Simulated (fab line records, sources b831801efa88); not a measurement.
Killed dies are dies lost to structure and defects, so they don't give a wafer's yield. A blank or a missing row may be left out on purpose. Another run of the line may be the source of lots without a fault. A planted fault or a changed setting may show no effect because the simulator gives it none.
A sampling plan put to the test ; flow gf180mcu ; one fab line, 57 faults that these records tell of, each judged on the records of the lots that it struck
The plan consists of the line's own looks: route steps at which the wafer is read by a gauge or an inspection but not changed. A look can be judged if struck wafers have a number there and the file gives its usual mean and standard deviation on fault-free wafers. Caught: the struck wafers' mean, at a look after the fault's first step, is 4 or more of those standard deviations (sigma) away from the usual mean. On the tool: the same test on the tool's own readings at the fault's steps. A different recipe on the struck wafers counts as caught too, as does a record blank only for those wafers.

== THE FAULTS, as the simulator had put them in ==
1. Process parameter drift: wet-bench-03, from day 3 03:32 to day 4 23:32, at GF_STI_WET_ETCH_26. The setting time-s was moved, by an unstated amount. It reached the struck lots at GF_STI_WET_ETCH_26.
2. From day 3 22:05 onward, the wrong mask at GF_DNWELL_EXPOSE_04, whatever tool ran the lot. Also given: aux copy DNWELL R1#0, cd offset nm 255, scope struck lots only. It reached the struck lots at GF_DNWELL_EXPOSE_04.
3. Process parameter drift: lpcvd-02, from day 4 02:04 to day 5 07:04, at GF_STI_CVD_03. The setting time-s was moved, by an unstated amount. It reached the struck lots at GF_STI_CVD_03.
4. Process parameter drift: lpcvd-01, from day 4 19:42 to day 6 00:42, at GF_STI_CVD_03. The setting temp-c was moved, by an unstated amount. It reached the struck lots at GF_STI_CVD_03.
5. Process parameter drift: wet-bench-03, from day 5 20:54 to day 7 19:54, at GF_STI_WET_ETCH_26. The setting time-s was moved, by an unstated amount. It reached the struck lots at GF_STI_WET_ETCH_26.
6. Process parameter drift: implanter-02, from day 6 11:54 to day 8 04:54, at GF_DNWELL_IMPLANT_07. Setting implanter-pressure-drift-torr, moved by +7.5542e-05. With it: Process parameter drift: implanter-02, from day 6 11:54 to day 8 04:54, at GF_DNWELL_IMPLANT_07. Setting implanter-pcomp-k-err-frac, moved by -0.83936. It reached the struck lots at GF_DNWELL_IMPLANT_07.
7. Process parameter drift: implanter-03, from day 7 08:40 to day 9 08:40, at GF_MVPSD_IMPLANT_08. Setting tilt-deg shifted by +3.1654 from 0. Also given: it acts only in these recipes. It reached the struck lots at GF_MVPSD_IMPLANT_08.
8. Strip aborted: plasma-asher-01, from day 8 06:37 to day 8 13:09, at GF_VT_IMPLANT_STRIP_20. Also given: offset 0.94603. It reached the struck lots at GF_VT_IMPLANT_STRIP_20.
9. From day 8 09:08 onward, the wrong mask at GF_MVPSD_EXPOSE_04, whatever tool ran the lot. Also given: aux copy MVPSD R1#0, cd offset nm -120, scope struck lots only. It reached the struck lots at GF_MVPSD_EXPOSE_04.
10. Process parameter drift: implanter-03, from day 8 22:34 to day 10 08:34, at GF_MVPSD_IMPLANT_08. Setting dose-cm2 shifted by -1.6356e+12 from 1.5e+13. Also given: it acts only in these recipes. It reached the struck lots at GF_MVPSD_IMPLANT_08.
11. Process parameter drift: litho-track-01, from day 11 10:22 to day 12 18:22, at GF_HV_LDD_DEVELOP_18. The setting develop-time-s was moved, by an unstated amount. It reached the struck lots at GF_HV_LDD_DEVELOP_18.
12. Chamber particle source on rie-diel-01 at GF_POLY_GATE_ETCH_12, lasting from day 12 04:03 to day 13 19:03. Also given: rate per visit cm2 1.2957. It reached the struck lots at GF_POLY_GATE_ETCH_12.
13. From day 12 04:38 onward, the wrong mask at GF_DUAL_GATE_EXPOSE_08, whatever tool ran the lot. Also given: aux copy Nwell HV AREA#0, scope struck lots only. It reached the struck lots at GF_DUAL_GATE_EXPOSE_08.
14. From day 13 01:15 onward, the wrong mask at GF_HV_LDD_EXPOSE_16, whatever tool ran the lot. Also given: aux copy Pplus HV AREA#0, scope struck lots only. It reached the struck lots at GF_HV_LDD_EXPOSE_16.
15. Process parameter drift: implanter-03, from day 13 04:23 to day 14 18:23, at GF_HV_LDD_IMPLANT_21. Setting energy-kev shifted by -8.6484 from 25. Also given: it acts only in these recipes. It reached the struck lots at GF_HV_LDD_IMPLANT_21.
16. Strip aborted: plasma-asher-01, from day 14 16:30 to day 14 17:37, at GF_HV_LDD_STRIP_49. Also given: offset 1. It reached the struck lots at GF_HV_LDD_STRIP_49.
17. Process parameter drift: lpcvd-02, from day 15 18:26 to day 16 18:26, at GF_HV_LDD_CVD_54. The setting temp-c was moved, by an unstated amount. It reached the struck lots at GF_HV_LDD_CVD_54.
18. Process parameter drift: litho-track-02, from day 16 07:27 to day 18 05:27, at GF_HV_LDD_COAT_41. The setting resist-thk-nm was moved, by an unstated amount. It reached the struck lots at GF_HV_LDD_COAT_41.
19. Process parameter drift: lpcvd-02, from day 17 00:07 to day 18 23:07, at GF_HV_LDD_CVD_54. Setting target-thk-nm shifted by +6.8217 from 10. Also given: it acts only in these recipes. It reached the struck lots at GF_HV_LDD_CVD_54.
20. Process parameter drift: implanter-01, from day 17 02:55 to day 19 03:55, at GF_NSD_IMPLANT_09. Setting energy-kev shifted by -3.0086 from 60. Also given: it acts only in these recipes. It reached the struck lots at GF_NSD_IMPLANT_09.
21. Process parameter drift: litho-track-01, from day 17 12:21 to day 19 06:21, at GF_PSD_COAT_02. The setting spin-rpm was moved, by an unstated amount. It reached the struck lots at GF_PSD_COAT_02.
22. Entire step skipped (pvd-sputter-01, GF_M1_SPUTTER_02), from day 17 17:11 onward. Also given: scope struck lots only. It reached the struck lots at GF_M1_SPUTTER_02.
23. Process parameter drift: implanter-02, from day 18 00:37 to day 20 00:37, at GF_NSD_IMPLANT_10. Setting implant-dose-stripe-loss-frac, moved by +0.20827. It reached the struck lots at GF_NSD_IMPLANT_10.
24. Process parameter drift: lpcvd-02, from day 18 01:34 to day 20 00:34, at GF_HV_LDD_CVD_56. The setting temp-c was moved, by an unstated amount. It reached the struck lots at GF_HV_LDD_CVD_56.
25. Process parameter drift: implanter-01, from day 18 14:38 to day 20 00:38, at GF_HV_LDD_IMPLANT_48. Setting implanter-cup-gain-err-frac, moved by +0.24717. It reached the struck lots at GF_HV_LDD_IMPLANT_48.
26. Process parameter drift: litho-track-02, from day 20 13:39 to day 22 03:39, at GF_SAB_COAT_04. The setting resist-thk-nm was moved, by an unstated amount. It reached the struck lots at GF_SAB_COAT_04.
27. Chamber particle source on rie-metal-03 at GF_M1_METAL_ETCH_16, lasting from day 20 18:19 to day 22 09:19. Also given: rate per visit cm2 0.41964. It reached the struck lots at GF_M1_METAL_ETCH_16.
28. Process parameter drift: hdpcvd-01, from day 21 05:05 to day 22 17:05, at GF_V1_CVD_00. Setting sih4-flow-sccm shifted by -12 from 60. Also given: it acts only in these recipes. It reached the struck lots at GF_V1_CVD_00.
29. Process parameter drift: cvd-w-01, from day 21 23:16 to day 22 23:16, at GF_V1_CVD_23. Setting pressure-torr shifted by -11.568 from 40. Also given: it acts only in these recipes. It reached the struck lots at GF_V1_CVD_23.
30. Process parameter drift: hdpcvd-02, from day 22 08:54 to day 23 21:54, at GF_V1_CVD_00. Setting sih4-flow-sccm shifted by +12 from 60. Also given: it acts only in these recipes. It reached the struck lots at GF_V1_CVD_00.
31. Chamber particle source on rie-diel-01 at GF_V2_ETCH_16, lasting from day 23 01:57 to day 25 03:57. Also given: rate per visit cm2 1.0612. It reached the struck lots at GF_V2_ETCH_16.
32. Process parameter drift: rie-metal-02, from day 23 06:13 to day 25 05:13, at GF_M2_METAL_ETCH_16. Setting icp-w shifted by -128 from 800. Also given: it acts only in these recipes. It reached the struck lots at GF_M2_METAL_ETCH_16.
33. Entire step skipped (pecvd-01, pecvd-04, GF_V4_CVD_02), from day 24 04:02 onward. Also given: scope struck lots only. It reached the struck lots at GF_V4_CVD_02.
34. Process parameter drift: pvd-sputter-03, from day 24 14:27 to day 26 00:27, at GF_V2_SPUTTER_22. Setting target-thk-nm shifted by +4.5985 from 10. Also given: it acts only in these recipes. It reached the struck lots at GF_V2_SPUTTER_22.
35. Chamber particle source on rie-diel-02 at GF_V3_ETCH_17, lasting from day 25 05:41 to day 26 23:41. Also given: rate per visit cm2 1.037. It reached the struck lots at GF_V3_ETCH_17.
36. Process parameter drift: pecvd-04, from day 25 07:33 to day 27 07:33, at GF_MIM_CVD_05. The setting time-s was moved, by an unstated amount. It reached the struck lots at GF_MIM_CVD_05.
37. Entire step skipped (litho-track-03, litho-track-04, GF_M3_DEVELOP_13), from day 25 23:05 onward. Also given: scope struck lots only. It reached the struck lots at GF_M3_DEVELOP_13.
38. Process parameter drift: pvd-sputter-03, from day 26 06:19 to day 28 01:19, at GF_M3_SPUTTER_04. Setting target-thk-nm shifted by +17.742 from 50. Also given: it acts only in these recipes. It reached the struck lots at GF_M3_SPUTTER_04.
39. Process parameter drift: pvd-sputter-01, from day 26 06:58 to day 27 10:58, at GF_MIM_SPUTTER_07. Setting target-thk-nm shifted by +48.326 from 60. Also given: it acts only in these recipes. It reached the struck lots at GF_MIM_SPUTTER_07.
40. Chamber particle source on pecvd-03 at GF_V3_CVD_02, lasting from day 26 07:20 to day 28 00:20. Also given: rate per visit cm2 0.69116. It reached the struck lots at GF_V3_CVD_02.
41. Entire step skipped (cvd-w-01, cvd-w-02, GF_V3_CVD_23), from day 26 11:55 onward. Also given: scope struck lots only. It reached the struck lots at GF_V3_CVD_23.
42. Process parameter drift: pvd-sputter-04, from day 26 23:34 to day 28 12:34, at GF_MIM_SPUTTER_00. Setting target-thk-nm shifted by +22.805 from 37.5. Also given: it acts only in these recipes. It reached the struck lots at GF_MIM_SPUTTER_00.
43. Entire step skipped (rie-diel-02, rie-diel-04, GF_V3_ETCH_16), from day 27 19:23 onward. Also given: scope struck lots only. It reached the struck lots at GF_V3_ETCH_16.
44. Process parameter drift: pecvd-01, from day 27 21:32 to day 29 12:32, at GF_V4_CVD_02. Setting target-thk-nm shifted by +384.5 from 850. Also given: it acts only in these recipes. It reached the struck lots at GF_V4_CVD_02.
45. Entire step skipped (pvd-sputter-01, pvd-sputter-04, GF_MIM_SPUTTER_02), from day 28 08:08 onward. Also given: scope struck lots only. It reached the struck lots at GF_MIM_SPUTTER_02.
46. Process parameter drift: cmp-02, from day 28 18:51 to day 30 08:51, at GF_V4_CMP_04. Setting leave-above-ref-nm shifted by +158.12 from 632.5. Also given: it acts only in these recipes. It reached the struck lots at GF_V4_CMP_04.
47. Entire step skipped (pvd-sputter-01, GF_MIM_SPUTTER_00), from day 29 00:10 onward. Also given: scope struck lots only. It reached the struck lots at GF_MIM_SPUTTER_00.
48. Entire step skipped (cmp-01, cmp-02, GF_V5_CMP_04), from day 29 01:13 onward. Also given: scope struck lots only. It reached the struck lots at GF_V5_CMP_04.
49. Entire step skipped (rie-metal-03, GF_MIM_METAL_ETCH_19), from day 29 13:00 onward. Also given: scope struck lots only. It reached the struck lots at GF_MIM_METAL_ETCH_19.
50. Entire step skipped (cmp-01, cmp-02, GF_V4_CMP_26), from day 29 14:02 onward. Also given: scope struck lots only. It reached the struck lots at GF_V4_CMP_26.
51. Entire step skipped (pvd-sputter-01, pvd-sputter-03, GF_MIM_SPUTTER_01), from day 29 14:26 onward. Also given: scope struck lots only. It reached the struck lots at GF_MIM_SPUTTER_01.
52. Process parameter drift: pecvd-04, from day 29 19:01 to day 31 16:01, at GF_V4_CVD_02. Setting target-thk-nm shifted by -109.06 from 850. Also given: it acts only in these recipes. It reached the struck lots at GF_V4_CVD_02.
53. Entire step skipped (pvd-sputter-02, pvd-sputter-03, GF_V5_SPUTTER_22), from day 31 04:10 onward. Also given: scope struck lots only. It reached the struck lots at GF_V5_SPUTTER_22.
54. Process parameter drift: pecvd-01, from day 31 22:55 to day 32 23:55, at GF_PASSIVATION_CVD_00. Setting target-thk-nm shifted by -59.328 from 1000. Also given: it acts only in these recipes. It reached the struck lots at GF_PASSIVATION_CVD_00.
55. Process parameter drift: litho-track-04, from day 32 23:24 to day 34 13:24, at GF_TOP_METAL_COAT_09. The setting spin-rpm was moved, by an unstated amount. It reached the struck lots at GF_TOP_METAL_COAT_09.
56. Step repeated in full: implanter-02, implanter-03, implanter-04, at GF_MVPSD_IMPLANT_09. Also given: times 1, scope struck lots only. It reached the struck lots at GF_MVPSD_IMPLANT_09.
57. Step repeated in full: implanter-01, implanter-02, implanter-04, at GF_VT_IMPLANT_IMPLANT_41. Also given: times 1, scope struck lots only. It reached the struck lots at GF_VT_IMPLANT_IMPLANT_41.

== WHAT THE PLAN SAW ==
fault;on the tool itself;first look that catches it;reading, sigma;median hours from its first step to that look;hours from the fault's start to the first struck lot there;judged looks passed uncaught
1;run-length-s -41 sigma;none of the 4 looks that can be judged after it;-;-;-;4
2;no reading that can be judged;no look after it can be judged;-;-;-;0
3;under 2 sigma;GF_STI_THK_MEAS_04;STI_CVD_03_THK +8.0;2.0;10;0
4;susceptor-temp-C -40 sigma;GF_STI_THK_MEAS_04;STI_CVD_03_THK -27;2.0;7;0
5;run-length-s -26 sigma;none of the 4 looks that can be judged after it;-;-;-;4
6;end-station-pressure-torr +99 or beyond sigma;GF_DNWELL_TW_MEAS_09;DNWELL_TW +4.8;0.2;8;0
7;tilt-deg +99 or beyond sigma;GF_MVPSD_TW_MEAS_11;MVPSD_TW +7.0;0.4;4;0
8;oes-product-au +40 sigma;GF_VT_IMPLANT_TW_MEAS_32;VT_IMPLANT_3_TW -99 or beyond;16.7;23;0
9;no reading that can be judged;none of the 3 looks that can be judged after it;-;-;-;3
10;dose-ions-cm2 -96 sigma;GF_VT_IMPLANT_RS_MEAS_49;MVPSD_RS +17;73.9;76;1
11;no reading that can be judged;GF_HV_LDD_TW_MEAS_23;HV_LDD_2_TW -99 or beyond;0.5;6;0
12;under 2 sigma;no look after it can be judged;-;-;-;0
13;no reading that can be judged;no look after it can be judged;-;-;-;0
14;no reading that can be judged;GF_HV_LDD_TW_MEAS_23;HV_LDD_2_TW -99 or beyond;10.1;12;0
15;beam-energy-keV -99 or beyond sigma;GF_HV_LDD_TW_MEAS_23;HV_LDD_2_TW -16;0.2;5;0
16;oes-product-au +34 sigma;no look after it can be judged;-;-;-;0
17;susceptor-temp-C +99 or beyond sigma;GF_HV_LDD_THK_MEAS_55;HV_LDD_CVD_54_THK +54;1.0;11;0
18;no reading that can be judged;not the one look that can be judged after it;-;-;-;1
19;no reading that can be judged;GF_HV_LDD_THK_MEAS_55;HV_LDD_CVD_54_THK +36;1.3;11;0
20;beam-energy-keV -99 or beyond sigma;GF_PSD_RS_MEAS_14;NSD_RS +10;23.6;46;0
21;spin-speed-rpm -91 sigma;not the one look that can be judged after it;-;-;-;1
22;the tool's record is blank for the struck wafers;GF_M1_RS_MEAS_05;M1_ALCU_RS +99 or beyond;0.1;4;0
23;no reading that can be judged;none of the 9 looks that can be judged after it;-;-;-;9
24;susceptor-temp-C -38 sigma;GF_HV_LDD_THK_MEAS_57;HV_LDD_CVD_56_THK -17;1.5;8;0
25;faraday-current-uA +13 sigma;GF_HV_LDD_TW_MEAS_50;HV_LDD_4_TW -9.8;0.2;10;0
26;no reading that can be judged;GF_SAB_CD_MEAS_09;cd-nm +4.7;12.0;27;0
27;under 2 sigma;no look after it can be judged;-;-;-;0
28;sih4-flow-sccm -66 sigma;GF_V1_THK_MEAS_01;V1_CVD_00_THK -21;0.1;3;0
29;chamber-pressure-Torr -99 or beyond sigma;GF_V1_RS_MEAS_24;V1_W_RS +17;0.1;10;0
30;sih4-flow-sccm +66 sigma;GF_V1_THK_MEAS_01;V1_CVD_00_THK +21;0.1;3;0
31;under 2 sigma;none of the 2 looks that can be judged after it;-;-;-;2
32;rf-fwd-power-W -44 sigma;not the one look that can be judged after it;-;-;-;1
33;the tool's record is blank for the struck wafers;no look after it can be judged;-;-;-;0
34;under 2 sigma;no look after it can be judged;-;-;-;0
35;under 2 sigma;not the one look that can be judged after it;-;-;-;1
36;only faintly: run-length-s +3.0 sigma;GF_MIM_THK_MEAS_06;MIM_CVD_05_THK +4.3;0.0;10;0
37;no reading that can be judged;no look after it can be judged;-;-;-;0
38;under 2 sigma;not the one look that can be judged after it;strongest: M3_ALCU_THK at GF_M3_THK_MEAS_06, -3.2;-;-;1
39;under 2 sigma;no look after it can be judged;-;-;-;0
40;under 2 sigma;none of the 2 looks that can be judged after it;-;-;-;2
41;the tool's record is blank for the struck wafers;GF_V3_RS_MEAS_24;V3_W_RS +99 or beyond;0.1;5;0
42;under 2 sigma;no look after it can be judged;-;-;-;0
43;the tool's record is blank for the struck wafers;no look after it can be judged;-;-;-;0
44;under 2 sigma;GF_V4_THK_MEAS_03;V4_CVD_02_THK +34;0.1;7;0
45;the tool's record is blank for the struck wafers;no look after it can be judged;-;-;-;0
46;time-to-endpoint-s -10 sigma;no look after it can be judged;-;-;-;0
47;the tool's record is blank for the struck wafers;no look after it can be judged;-;-;-;0
48;the tool's record is blank for the struck wafers;none of the 2 looks that can be judged after it;strongest: V5_BOW at GF_V5_BOW_MEAS_05, +2.8;-;-;2
49;the tool's record is blank for the struck wafers;no look after it can be judged;-;-;-;0
50;the tool's record is blank for the struck wafers;no look after it can be judged;-;-;-;0
51;the tool's record is blank for the struck wafers;no look after it can be judged;-;-;-;0
52;under 2 sigma;GF_V4_THK_MEAS_03;V4_CVD_02_THK -9.8;0.1;7;0
53;the tool's record is blank for the struck wafers;no look after it can be judged;-;-;-;0
54;under 2 sigma;GF_PASSIVATION_THK_MEAS_01;PASSIVATION_CVD_00_THK -5.7;0.1;4;0
55;spin-speed-rpm -99 or beyond sigma;GF_TOP_METAL_CD_MEAS_14;cd-nm +7.1;8.0;9;0
56;no reading that can be judged;GF_VT_IMPLANT_RS_MEAS_49;MVPSD_RS -39;73.0;-;1
57;no reading that can be judged;GF_VT_IMPLANT_TW_MEAS_43;VT_IMPLANT_4_TW +31;0.7;-;0
Dash: fault not caught, or number not given in these records.

Caught at a look: 27 of 57. Caught on the tool: 31 of 57. By one or the other: 42 of 57.
On the tool alone, faults 1, 5, 16, 21, 32, 33, 43, 45, 46, 47, 48, 49, 50, 51, 53 were caught.
Caught at a look alone: faults 3, 11, 14, 19, 26, 36, 44, 52, 54, 56, 57.
Caught by neither: faults 2, 9, 12, 13, 18, 23, 27, 31, 34, 35, 37, 38, 39, 40, 42.

== THINNER SAMPLING ==
Were the look that catches a fault to measure just every second or every third lot (counted by lot number), the first struck lot would, at worst, be measured this late:
fault;struck lots at that look, in order of time;every lot;every second lot;every third lot
3;L748, L750;10 h;may miss all 2;may miss all 2
4;L125, L126;7 h;13 h;may miss all 2
6;L395, L397;8 h;may miss all 2;may miss all 2
7;L907, L908;4 h;10 h;may miss all 2
8;L543;23 h;may miss it;may miss it
10;L213, L214;76 h;82 h;may miss all 2
11;L112, L114;6 h;may miss all 2;may miss all 2
14;L351;12 h;may miss it;may miss it
15;L544, L546;5 h;may miss all 2;may miss all 2
17;L336, L337;11 h;21 h;may miss all 2
19;L953, L954;11 h;20 h;may miss all 2
20;L806, L808;46 h;may miss all 2;may miss all 2
22;L122, L123;4 h;15 h;may miss all 2
24;L138, L139, L141;8 h;15 h;may miss all 3
25;L372, L374;10 h;may miss all 2;may miss all 2
26;L232, L233;27 h;31 h;may miss all 2
28;L126, L127;3 h;14 h;may miss all 2
29;L384, L385;10 h;21 h;may miss all 2
30;L904, L905;3 h;6 h;may miss all 2
36;L323, L326;10 h;36 h;may miss all 2
41;L482, L483;5 h;15 h;may miss all 2
44;L322, L324;7 h;may miss all 2;may miss all 2
52;L539, L540;7 h;11 h;may miss all 2
54;L919, L921;4 h;may miss all 2;may miss all 2
55;L159, L161;9 h;may miss all 2;may miss all 2
Hours count from the start of the fault until the first struck lot that is measured. The limit of 4 sigma was tested on all struck wafers together, so one lot alone may lie under it. Other struck lots may not be in these records.

== THE LONGEST TIMED WAY FROM STEP TO LOOK ==
Fault 10: a median of 73.9 hours passes between GF_MVPSD_IMPLANT_08 and GF_VT_IMPLANT_RS_MEAS_49. The look between them that can be judged stayed within 4 sigma: GF_MVPSD_TW_MEAS_11.
